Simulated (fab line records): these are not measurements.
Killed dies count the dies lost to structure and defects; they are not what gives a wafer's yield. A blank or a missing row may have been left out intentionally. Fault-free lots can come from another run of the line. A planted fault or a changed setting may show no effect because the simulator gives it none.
fab line records + flow sky130
record:
- lots: 5
- wafers: 15
- last-day: 50
route steps=708 shown POLY_CUT@317 SD_P@320 RES_XHIGH@332 SD_N@342 PAD_OPEN@708
lots with no fault: from the same line, run without faults
start-h: hours from the record's first day to the start of the lot's first wafer shown + wait-h: hours from the lot's prior step to this one + " unchanged from the row above + L1.1+2: one row covering several wafers at once + - no value, or no start was given + * or withheld: withheld + < > ~ a bound
route shown NAME@n: NAME is a module with steps in the file, n the number in the route of the first one + usual: mean and standard deviation over wafers with no fault + same: alike in all rows + chamber/n: place in a boat + sites: per-site readings + _std_site: how widely they spread, as a standard deviation + _edge_site: the outer-site mean with the inner-site mean subtracted + radius-mm: for every site, how far away it sits from the centre of the wafer + mask NAME#n: copy n + behind: the last tool/chamber to shape the wafer + hold: cause of the lot's hold/its duration in hours/its outcome + device: which transistor (n, p or np) failed to switch + end of line: tests of these same wafers at the route's end + step lacking rows: just its recipe + killed: the dies lost at the first sort to structure and to defects; this is not the yield of the wafer + map: a wafer's dies, marking killed ones x, the rest . and places with no die _
set.NAME: setting as actually run; set.NAME@STEP: the setting as run at that earlier step + model.NAME: the simulator's own value behind a step, which no gauge read
lots seen at some steps along the route; tables by step, rows by wafer
services: a tool's chamber out of use, with start hour (start-h, from the record's first day; less than 0 if before it), hours out, and reason
== steps ==
step: SKY_POLY_CUT_ETCH_10
recipe:
- chemistry: N2/H2
- target: BARC
- ion-energy-ev: 200
- source-w: 500
- bias-w: 100
- pressure-mtorr: 30
- n2-flow-sccm: 100
- h2-flow-sccm: 200
- stop-on: SiO2
- time-s: 45.9
- target-depth-a: 600
step: SKY_POLY_CUT_ETCH_11
recipe:
- target: Si3N4
- chemistry: CF4/CH2F2/Ar
- stop-on: poly-Si
- source-w: 600
- bias-w: 150
- pressure-mtorr: 40
- cf4-flow-sccm: 40
- ch2f2-flow-sccm: 20
- Ar_flow_sccm: 150
- time-s: 42.5
- target-depth-a: 600
step: SKY_POLY_CUT_STRIP_12
recipe:
- chemistry: O2/N2
- power-w: 1400
- pressure-mtorr: 1500
- platen-temp-c: withheld
- o2-flow-sccm: 3000
- n2-flow-sccm: 300
- overash-fraction: 0.5
step: SKY_SD_P_DEHYDRATE_00
recipe:
- temp-c: 200
- time-s: 60
step: SKY_SD_P_HMDS_01
recipe:
- prime-time-s: 60
- prime-temp-c: 120
step: SKY_SD_P_COAT_02
recipe:
- resist: NOVOLAK
- spin-rpm: 3000
- resist-thk-nm: 1140
step: SKY_SD_P_SOFTBAKE_03
recipe:
- temp-c: 90
- time-s: 60
- resist: NOVOLAK
step: SKY_SD_P_EXPOSE_04
recipe:
- mask-id: PSDM
- na: 0.6
- source-shape: conventional
- sigma-outer: 0.6
- polarization: unpolarized
- target-cd-nm: 380
- dose-mj: 138
step: SKY_SD_P_PEB_05
recipe:
- temp-c: withheld
- time-s: *
- resist: NOVOLAK
step: SKY_SD_P_DEVELOP_06
recipe:
- resist: NOVOLAK
- developer: TMAH
- develop-time-s: 60
- dev-temp-c: 23.58
step: SKY_SD_P_IMPLANT_09
recipe:
- species: BF2
- energy-kev: 19.78
- dose-cm2: 3e+15
- tilt-deg: 0
usual:
- end-station-pressure-torr: 1.54e-05/8.7e-07
| lot.wafer | tool         | chamber | start-h | wait-h | end-station-pressure-torr |
|-----------|--------------|---------|---------|--------|---------------------------|
| L596.2    | implanter-01 | 0       | 605.25  | 0.0    | 1.62e-05                  |
| L596.4    | "            | 0       | "       | "      | 1.54e-05                  |
| L596.6    | "            | 0       | "       | "      | 1.64e-05                  |
| L599.2    | implanter-02 | 0       | 634.85  | 0.0    | 1.47e-05                  |
| L599.3    | "            | 0       | "       | "      | 1.47e-05                  |
| L599.5    | "            | 0       | "       | "      | 1.47e-05                  |
| L606.3    | implanter-01 | 0       | 674.82  | 0.1    | 1.43e-05                  |
| L606.4    | "            | 0       | "       | "      | 1.67e-05                  |
| L606.6    | "            | 0       | "       | "      | 1.66e-05                  |
| L606.3    | implanter-01 | 0       | 675.14  | 0.3    | 1.65e-05                  |
| L606.4    | "            | 0       | "       | "      | 1.56e-05                  |
| L606.6    | "            | 0       | "       | "      | 1.52e-05                  |
| L609.3    | implanter-01 | 0       | 693.77  | 0.1    | 1.5e-05                   |
| L609.5    | "            | 0       | "       | "      | 1.59e-05                  |
| L609.6    | "            | 0       | "       | "      | 1.48e-05                  |
| L609.3    | implanter-01 | 0       | 694.09  | 0.3    | 1.77e-05                  |
| L609.5    | "            | 0       | "       | "      | 1.55e-05                  |
| L609.6    | "            | 0       | "       | "      | 1.53e-05                  |
| L617.1    | implanter-01 | 0       | 763.21  | 0.0    | 1.52e-05                  |
| L617.3    | "            | 0       | "       | "      | 1.71e-05                  |
| L617.6    | "            | 0       | "       | "      | 1.41e-05                  |
| L617.1    | implanter-01 | 0       | 763.52  | 0.3    | 1.59e-05                  |
| L617.3    | "            | 0       | "       | "      | 1.62e-05                  |
| L617.6    | "            | 0       | "       | "      | 1.52e-05                  |
step: SKY_SD_P_STRIP_10
recipe:
- chemistry: O2/N2
- power-w: 1400
- pressure-mtorr: 1500
- platen-temp-c: withheld
- o2-flow-sccm: 3000
- n2-flow-sccm: 300
- overash-fraction: 0.5
usual:
- drypump-motor-current-A: 5.66/0.18
- oes-product-au: 0.619/0.005
- strip-time-to-endpoint-s: 17.49/0.04
| lot.wafer | tool            | chamber | start-h | wait-h | drypump-motor-current-A | oes-product-au | rf-hours-counter-h | strip-time-to-endpoint-s |
|-----------|-----------------|---------|---------|--------|-------------------------|----------------|--------------------|--------------------------|
| L596.2    | plasma-asher-02 | 1       | 605.37  | 0.1    | 5.80                    | 0.617          | 45                 | 17.51                    |
| L596.4    | "               | 0       | "       | "      | 5.53                    | 0.620          | -                  | 17.53                    |
| L596.6    | "               | 0       | "       | "      | 5.57                    | 0.622          | -                  | 17.53                    |
| L599.2    | plasma-asher-02 | 1       | 634.97  | 0.1    | 5.86                    | 0.617          | 48                 | 17.45                    |
| L599.3    | "               | 0       | "       | "      | 5.52                    | 0.610          | -                  | 17.50                    |
| L599.5    | "               | 1       | "       | "      | 5.86                    | 0.621          | -                  | 17.47                    |
| L606.3    | plasma-asher-02 | 1       | 675.27  | 0.1    | 5.84                    | 0.595          | -                  | 18.91                    |
| L606.4    | "               | 0       | "       | "      | 5.55                    | 0.584          | -                  | 18.94                    |
| L606.6    | "               | 1       | "       | "      | 5.83                    | 0.586          | -                  | 18.90                    |
| L609.3    | plasma-asher-02 | 0       | 694.22  | 0.1    | 5.55                    | 0.587          | -                  | 18.92                    |
| L609.5    | "               | 1       | "       | "      | 5.82                    | 0.585          | -                  | 18.95                    |
| L609.6    | "               | 0       | "       | "      | 5.59                    | 0.596          | -                  | 18.96                    |
| L617.1    | plasma-asher-02 | 0       | 763.67  | 0.1    | 5.56                    | 0.587          | 60                 | 18.91                    |
| L617.3    | "               | 1       | "       | "      | 5.84                    | 0.592          | -                  | 18.85                    |
| L617.6    | "               | 1       | "       | "      | 5.84                    | 0.594          | -                  | 18.89                    |
step: SKY_SD_P_TW_MEAS_11
usual:
- SD_P_TW: 2805/27
| lot.wafer | tool          | chamber | start-h | wait-h | SD_P_TW |
|-----------|---------------|---------|---------|--------|---------|
| L596.2    | film-metro-01 | -       | 605.48  | 0.1    | 2807    |
| L596.4    | "             | -       | "       | "      | 2779    |
| L596.6    | "             | -       | "       | "      | 2792    |
| L599.2    | film-metro-02 | -       | 635.08  | 0.1    | 2840    |
| L599.3    | "             | -       | "       | "      | 2837    |
| L599.5    | "             | -       | "       | "      | 2825    |
| L606.3    | film-metro-01 | -       | 675.36  | 0.1    | 3076    |
| L606.4    | "             | -       | "       | "      | 3064    |
| L606.6    | "             | -       | "       | "      | 3092    |
| L606.3    | film-metro-01 | -       | 675.59  | 0.2    | 3081    |
| L606.4    | "             | -       | "       | "      | 3096    |
| L606.6    | "             | -       | "       | "      | 3089    |
| L609.3    | film-metro-04 | -       | 694.31  | 0.1    | 3070    |
| L609.5    | "             | -       | "       | "      | 3103    |
| L609.6    | "             | -       | "       | "      | 3092    |
| L609.3    | film-metro-04 | -       | 694.53  | 0.2    | 3086    |
| L609.5    | "             | -       | "       | "      | 3090    |
| L609.6    | "             | -       | "       | "      | 3096    |
| L617.1    | film-metro-01 | -       | 763.77  | 0.1    | 3070    |
| L617.3    | "             | -       | "       | "      | 3071    |
| L617.6    | "             | -       | "       | "      | 3080    |
| L617.1    | film-metro-01 | -       | 764.00  | 0.2    | 3063    |
| L617.3    | "             | -       | "       | "      | 3091    |
| L617.6    | "             | -       | "       | "      | 3080    |
step: SKY_RES_XHIGH_DEHYDRATE_00
recipe:
- temp-c: 200
- time-s: 60
step: SKY_RES_XHIGH_HMDS_01
recipe:
- prime-time-s: 60
- prime-temp-c: 120
step: SKY_RES_XHIGH_COAT_02
recipe:
- resist: NOVOLAK
- spin-rpm: 3000
- resist-thk-nm: 1140
step: SKY_RES_XHIGH_SOFTBAKE_03
recipe:
- temp-c: 90
- time-s: 60
- resist: NOVOLAK
step: SKY_RES_XHIGH_EXPOSE_04
recipe:
- mask-id: URPM
- na: 0.6
- source-shape: conventional
- sigma-outer: 0.6
- polarization: unpolarized
- target-cd-nm: 1270
- dose-mj: 140
step: SKY_RES_XHIGH_PEB_05
recipe:
- temp-c: withheld
- time-s: *
- resist: NOVOLAK
step: SKY_RES_XHIGH_DEVELOP_06
recipe:
- resist: NOVOLAK
- developer: TMAH
- develop-time-s: 60
- dev-temp-c: 23
step: SKY_RES_XHIGH_IMPLANT_07
recipe:
- species: BF2
- energy-kev: 20
- dose-cm2: 3.6e+14
- tilt-deg: 0
step: SKY_RES_XHIGH_STRIP_08
recipe:
- chemistry: O2/N2
- power-w: 1400
- pressure-mtorr: 1500
- platen-temp-c: withheld
- o2-flow-sccm: 3000
- n2-flow-sccm: 300
- overash-fraction: 0.5
step: SKY_SD_N_DEHYDRATE_00
recipe:
- temp-c: 200
- time-s: 60
step: SKY_SD_N_HMDS_01
recipe:
- prime-time-s: 60
- prime-temp-c: 120
step: SKY_SD_N_COAT_02
recipe:
- resist: NOVOLAK
- spin-rpm: 3000
- resist-thk-nm: 1140
step: SKY_SD_N_SOFTBAKE_03
recipe:
- temp-c: 90
- time-s: 60
- resist: NOVOLAK
step: SKY_SD_N_EXPOSE_04
recipe:
- mask-id: NSDM
- na: 0.6
- source-shape: conventional
- sigma-outer: 0.6
- polarization: unpolarized
- target-cd-nm: 380
- dose-mj: 141
step: SKY_SD_N_PEB_05
recipe:
- temp-c: withheld
- time-s: *
- resist: NOVOLAK
step: SKY_SD_N_DEVELOP_06
recipe:
- resist: NOVOLAK
- developer: TMAH
- develop-time-s: 60
- dev-temp-c: 23
step: SKY_SD_N_IMPLANT_09
recipe:
- species: As
- energy-kev: 50
- dose-cm2: 4e+15
- tilt-deg: 0
step: SKY_SD_N_IMPLANT_10
recipe:
- species: P
- energy-kev: 20
- dose-cm2: 1e+14
- tilt-deg: 0
step: SKY_SD_N_STRIP_11
recipe:
- chemistry: O2/N2
- power-w: 1400
- pressure-mtorr: 1500
- platen-temp-c: withheld
- o2-flow-sccm: 3000
- n2-flow-sccm: 300
- overash-fraction: 0.5
step: SKY_SD_N_CLEAN_13
recipe:
- chemistry: SC1/SC2
- mix: 1:4:20
- temp-c: 70
- time-s: 150
- dry: n2-spin
step: SKY_SD_N_RTA_14
recipe:
- temp-c: 1075
- time-s: 2
- idle-temp-c: 650
- ramp-up-c-per-s: 150
- ramp-down-c-per-s: 90
- ambient: N2
step: SKY_SD_N_RS_MEAS_17
recipe:
- thk-meas-gauge: four-point-probe
usual:
- SD_P_RS: 147.9/0.35
| lot.wafer | tool          | chamber | start-h | wait-h | SD_P_RS[ohm/sq] |
|-----------|---------------|---------|---------|--------|-----------------|
| L596.2    | film-metro-04 | -       | 664.66  | 0.1    | 147.3           |
| L596.4    | "             | -       | "       | "      | 147.5           |
| L596.6    | "             | -       | "       | "      | 147.5           |
| L599.2    | film-metro-01 | -       | 691.44  | 0.1    | 148.1           |
| L599.3    | "             | -       | "       | "      | 147.8           |
| L599.5    | "             | -       | "       | "      | 147.2           |
| L606.3    | film-metro-01 | -       | 731.68  | 0.1    | 138.7           |
| L606.4    | "             | -       | "       | "      | 138.9           |
| L606.6    | "             | -       | "       | "      | 139.1           |
| L606.3    | film-metro-01 | -       | 731.97  | 0.3    | 139.0           |
| L606.4    | "             | -       | "       | "      | 138.7           |
| L606.6    | "             | -       | "       | "      | 138.7           |
| L609.3    | film-metro-04 | -       | 750.69  | 0.1    | 138.8           |
| L609.5    | "             | -       | "       | "      | 139.2           |
| L609.6    | "             | -       | "       | "      | 138.7           |
| L609.3    | film-metro-04 | -       | 750.98  | 0.3    | 138.9           |
| L609.5    | "             | -       | "       | "      | 139.1           |
| L609.6    | "             | -       | "       | "      | 138.8           |
| L617.1    | film-metro-04 | -       | 817.64  | 0.1    | 138.6           |
| L617.3    | "             | -       | "       | "      | 138.7           |
| L617.6    | "             | -       | "       | "      | 138.3           |
| L617.1    | film-metro-04 | -       | 817.93  | 0.3    | 138.6           |
| L617.3    | "             | -       | "       | "      | 138.6           |
| L617.6    | "             | -       | "       | "      | 138.5           |
step: SKY_PAD_OPEN_PROBE_99
usual:
- killed_at_M0_to_M3: 44/7.3
- killed_at_M4_up: 3.4/1.7
- killed-at-contacts: 24/5.3
- killed-at-front-end: 15/4.1
- killed-at-other: 0.4/0.68
- killed-dies: 87/9.5
- killed-open: 48/7.1
- killed-short: 39/5.8
same:
- gross-dies: 492
- killed-at-back-side: 0
| lot.wafer | tool      | chamber | start-h | wait-h | killed_at_M0_to_M3 | killed_at_M4_up | killed-at-contacts | killed-at-front-end | killed-at-other | killed-dies | killed-open | killed-short | model.etest.res-high-po.line-ohm-um | model.etest.res-pdiff.line-ohm-um | model.etest.licon-high-po.rc-ohm | model.etest.pfet-g5v0d10v5.r-on-ohm-um | model.etest.licon-pdiff.rc-ohm | model.etest.pfet_01v8.r-on-ohm-um | model.etest.res-high-po.rs-ohm-sq | model.etest.res-pdiff-hv.rs-ohm-sq |
|-----------|-----------|---------|---------|--------|--------------------|-----------------|--------------------|---------------------|-----------------|-------------|-------------|--------------|-------------------------------------|-----------------------------------|----------------------------------|----------------------------------------|--------------------------------|-----------------------------------|-----------------------------------|------------------------------------|
| L596.2    | prober-02 | -       | 1088.12 | 0.1    | 46                 | 3               | 23                 | 19                  | 0               | 91          | 50          | 41           | 743.4                               | 1394                              | 359.1                            | 4732                                   | 577.9                          | 2873                              | 262.9                             | 196                                |
| L596.4    | prober-02 | -       | 1088.22 | 0.2    | 46                 | 2               | 21                 | 20                  | 0               | 89          | 43          | 46           | 768.7                               | 1384                              | 354.2                            | 4773                                   | 570.5                          | 2824                              | 268.4                             | 196                                |
| L596.6    | prober-02 | -       | 1088.32 | 0.2    | 49                 | 3               | 15                 | 15                  | 0               | 82          | 40          | 42           | 761.6                               | 1404                              | 348.9                            | 4748                                   | 597.3                          | 2888                              | 262.7                             | 196.2                              |
| L599.2    | prober-01 | -       | 1107.35 | 0.1    | 57                 | 2               | 31                 | 19                  | 1               | 110         | 57          | 52           | 728.6                               | 1435                              | 343                              | 4788                                   | 595.5                          | 2902                              | 252.9                             | 194.1                              |
| L599.3    | prober-01 | -       | 1107.40 | 0.2    | 40                 | 4               | 19                 | 22                  | 0               | 85          | 42          | 43           | 758.2                               | 1423                              | 366.9                            | 4838                                   | 584.9                          | 2953                              | 267.4                             | 195.4                              |
| L599.5    | prober-01 | -       | 1107.50 | 0.2    | 38                 | 3               | 19                 | 17                  | 0               | 77          | 40          | 37           | 753.1                               | 1431                              | 353.5                            | 4819                                   | 579.9                          | 2942                              | 263.5                             | 195.7                              |
| L606.3    | prober-02 | -       | 1135.14 | 0.2    | 36                 | 4               | 21                 | 17                  | 1               | 79          | 38          | 41           | 530.7                               | 1150                              | 203.8                            | 4585                                   | 485.6                          | 2749                              | 185.5                             | 158.8                              |
| L606.4    | prober-02 | -       | 1135.19 | 0.2    | 32                 | 2               | 23                 | 12                  | 0               | 69          | 39          | 30           | 534.4                               | 1137                              | 197                              | 4581                                   | 483.6                          | 2762                              | 187.5                             | 159.7                              |
| L606.6    | prober-02 | -       | 1135.29 | 0.2    | 46                 | 4               | 27                 | 16                  | 0               | 93          | 46          | 47           | 530                                 | 1121                              | 199                              | 4615                                   | 456.8                          | 2744                              | 182.9                             | 158.9                              |
| L609.3    | prober-01 | -       | 1147.69 | 0.2    | 34                 | 2               | 22                 | 13                  | 1               | 72          | 39          | 32           | 527.4                               | 1134                              | 194.9                            | 4682                                   | 469.9                          | 2872                              | 181.1                             | 160.7                              |
| L609.5    | prober-01 | -       | 1147.79 | 0.2    | 50                 | 3               | 20                 | 22                  | 1               | 96          | 58          | 38           | 537.3                               | 1136                              | 194.8                            | 4675                                   | 486                            | 2895                              | 187                               | 160.2                              |
| L609.6    | prober-01 | -       | 1147.84 | 0.2    | 34                 | 4               | 28                 | 18                  | 0               | 84          | 45          | 38           | 534.9                               | 1137                              | 196.9                            | 4698                                   | 467.4                          | 2929                              | 184.4                             | 160.1                              |
| L617.1    | prober-01 | -       | 1193.20 | 0.1    | 37                 | 8               | 17                 | 16                  | 0               | 78          | 42          | 36           | 516.6                               | 1112                              | 195.5                            | 4590                                   | 481.6                          | 2834                              | 179.6                             | 158.8                              |
| L617.3    | prober-01 | -       | 1193.30 | 0.2    | 67                 | 3               | 24                 | 16                  | 0               | 110         | 69          | 41           | 522.8                               | 1114                              | 194.4                            | 4607                                   | 474.9                          | 2876                              | 184.1                             | 158.6                              |
| L617.6    | prober-01 | -       | 1193.45 | 0.2    | 46                 | 3               | 23                 | 18                  | 0               | 90          | 57          | 33           | 513.5                               | 1136                              | 199.7                            | 4547                                   | 477                            | 2858                              | 179.3                             | 157.7                              |
killed by level:class
L596.2 METAL1:geometric-particle:short=8 CONTACT:geometric-particle:open=8 VIA1:geometric-particle:open=7 VIA2:geometric-particle:open=7 VIA3:geometric-particle:open=7 LI_CONTACT:geometric-particle:open=6 METAL2:geometric-particle:short=6 FIELD_ISO:geometric-particle:short=4
L596.4 VIA1:geometric-particle:open=7 FIELD_ISO:geometric-particle:short=6 LI_CONTACT:geometric-particle:open=6 VIA2:geometric-particle:open=6 VIA3:geometric-particle:open=6 FIELD_ISO:geometric-particle:open=5 CONTACT:geometric-particle:open=5 VIA1:geometric-particle:short=5
L596.6 VIA2:geometric-particle:open=8 VIA2:geometric-particle:short=7 METAL2:geometric-particle:short=7 CONTACT:geometric-particle:open=6 METAL1:geometric-particle:short=6 VIA1:geometric-particle:open=5 FIELD_ISO:geometric-particle:open=4 SPACER:geometric-particle:open=4
L599.2 VIA3:geometric-particle:open=11 LI_CONTACT:geometric-particle:open=10 CONTACT:geometric-particle:open=10 METAL2:geometric-particle:short=7 VIA1:geometric-particle:open=7 FIELD_ISO:geometric-particle:short=6 VIA2:geometric-particle:open=6 LOCAL_INTERCONNECT:geometric-particle:short=5
L599.3 VIA1:geometric-particle:open=8 FIELD_ISO:geometric-particle:short=7 LI_CONTACT:geometric-particle:open=7 CONTACT:geometric-particle:open=6 METAL1:geometric-particle:short=6 VIA3:geometric-particle:open=5 VIA3:geometric-particle:short=5 POLY_GATE:geometric-particle:short=4
L599.5 CONTACT:geometric-particle:open=7 VIA2:geometric-particle:open=7 METAL2:geometric-particle:short=6 POLY_GATE:geometric-particle:open=5 LI_CONTACT:geometric-particle:short=5 LI_CONTACT:geometric-particle:open=5 VIA1:geometric-particle:open=5 FIELD_ISO:geometric-particle:short=4
L606.3 VIA3:geometric-particle:open=7 LI_CONTACT:geometric-particle:open=6 METAL2:geometric-particle:short=6 FIELD_ISO:geometric-particle:short=5 LI_CONTACT:geometric-particle:short=4 CONTACT:geometric-particle:short=4 CONTACT:geometric-particle:open=4 VIA1:geometric-particle:open=4
L606.4 VIA1:geometric-particle:open=12 CONTACT:geometric-particle:open=8 FIELD_ISO:geometric-particle:open=5 LI_CONTACT:geometric-particle:short=4 LI_CONTACT:geometric-particle:open=4 CONTACT:geometric-particle:short=4 METAL1:geometric-particle:short=4 POLY_GATE:geometric-particle:short=3
L606.6 VIA1:geometric-particle:open=14 LOCAL_INTERCONNECT:geometric-particle:short=9 CONTACT:geometric-particle:short=6 VIA2:geometric-particle:open=6 LI_CONTACT:geometric-particle:open=6 METAL2:geometric-particle:short=6 CONTACT:geometric-particle:open=5 METAL1:geometric-particle:short=5
L609.3 VIA1:geometric-particle:open=8 CONTACT:geometric-particle:open=7 VIA2:geometric-particle:open=7 POLY_GATE:geometric-particle:short=5 CONTACT:geometric-particle:short=5 LI_CONTACT:geometric-particle:open=4 LOCAL_INTERCONNECT:geometric-particle:short=4 METAL1:geometric-particle:short=4
L609.5 VIA3:geometric-particle:open=12 VIA1:geometric-particle:open=10 VIA2:geometric-particle:open=9 FIELD_ISO:geometric-particle:open=7 CONTACT:geometric-particle:open=7 FIELD_ISO:geometric-particle:short=5 POLY_GATE:geometric-particle:short=5 LI_CONTACT:geometric-particle:open=4
L609.6 CONTACT:geometric-particle:open=9 LI_CONTACT:geometric-particle:open=8 VIA1:geometric-particle:open=8 CONTACT:geometric-particle:short=8 METAL1:geometric-particle:short=7 FIELD_ISO:geometric-particle:open=6 POLY_GATE:geometric-particle:open=4 VIA3:geometric-particle:open=4
L617.1 VIA1:geometric-particle:open=8 VIA2:geometric-particle:open=8 METAL4:geometric-particle:short=7 CONTACT:geometric-particle:open=6 FIELD_ISO:geometric-particle:short=5 FIELD_ISO:geometric-particle:open=5 VIA3:geometric-particle:open=5 LOCAL_INTERCONNECT:geometric-particle:short=4
L617.3 VIA1:geometric-particle:open=16 VIA2:geometric-particle:open=16 CONTACT:geometric-particle:open=10 METAL1:geometric-particle:short=7 VIA3:geometric-particle:open=7 CONTACT:geometric-particle:short=6 VIA1:geometric-particle:short=6 FIELD_ISO:geometric-particle:short=5
L617.6 VIA1:geometric-particle:open=14 CONTACT:geometric-particle:open=9 LI_CONTACT:geometric-particle:open=8 VIA3:geometric-particle:open=8 VIA2:geometric-particle:open=6 FIELD_ISO:geometric-particle:short=5 FIELD_ISO:geometric-particle:open=5 METAL2:geometric-particle:short=4
== services ==
| tool            | chamber | start-h | hours | kind   |
|-----------------|---------|---------|-------|--------|
| implanter-01    | -       | 612.00  | 1.6   | repair |
| plasma-asher-02 | -       | 720.21  | 6.1   | repair |
| implanter-02    | -       | 720.25  | 5.7   | repair |
== key ==
first-sign:
- step: SKY_SD_P_IMPLANT_09
- reading: visit
- direction: added
effect:
- step: SKY_SD_P_STRIP_10
- reading: strip-time-to-endpoint-s
- direction: up
- sigmas: 36
- usual: *
- struck: *
effect:
- step: SKY_SD_P_TW_MEAS_11
- reading: visit
- direction: added
effect:
- step: SKY_SD_P_TW_MEAS_11
- reading: SD_P_TW
- direction: up
- sigmas: 10
- usual: 2805
- struck: 3080
effect:
- step: SKY_SD_N_RS_MEAS_17
- reading: SD_P_RS
- direction: down
- sigmas: 26
- usual: 147.9
- struck: 138.8
model-effect:
- step: SKY_PAD_OPEN_PROBE_99
- value: etest.res-high-po.line-ohm-um
- without: 752
- struck: 527.5
met-at SKY_SD_P_IMPLANT_09
struck-wafers L606.3,L606.4,L606.6,L609.3,L609.5,L609.6,L617.1,L617.3,L617.6
tester-left-out L606,L609,L617
fault:
- kind: repeated-step-whole
- tool: implanter-01,implanter-02,implanter-04
- chamber: -
- onset-h: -
- steps: SKY_SD_P_IMPLANT_09
- times: 1
- scope: struck-lots-only
tester-left-out: of these lots the tester's yield and bins aren't shown, on N5 and GAA mostly nor the transistor test; their killed dies are dies lost to structure and defects alone, not to doping, threshold or leakage, so they don't give the yield
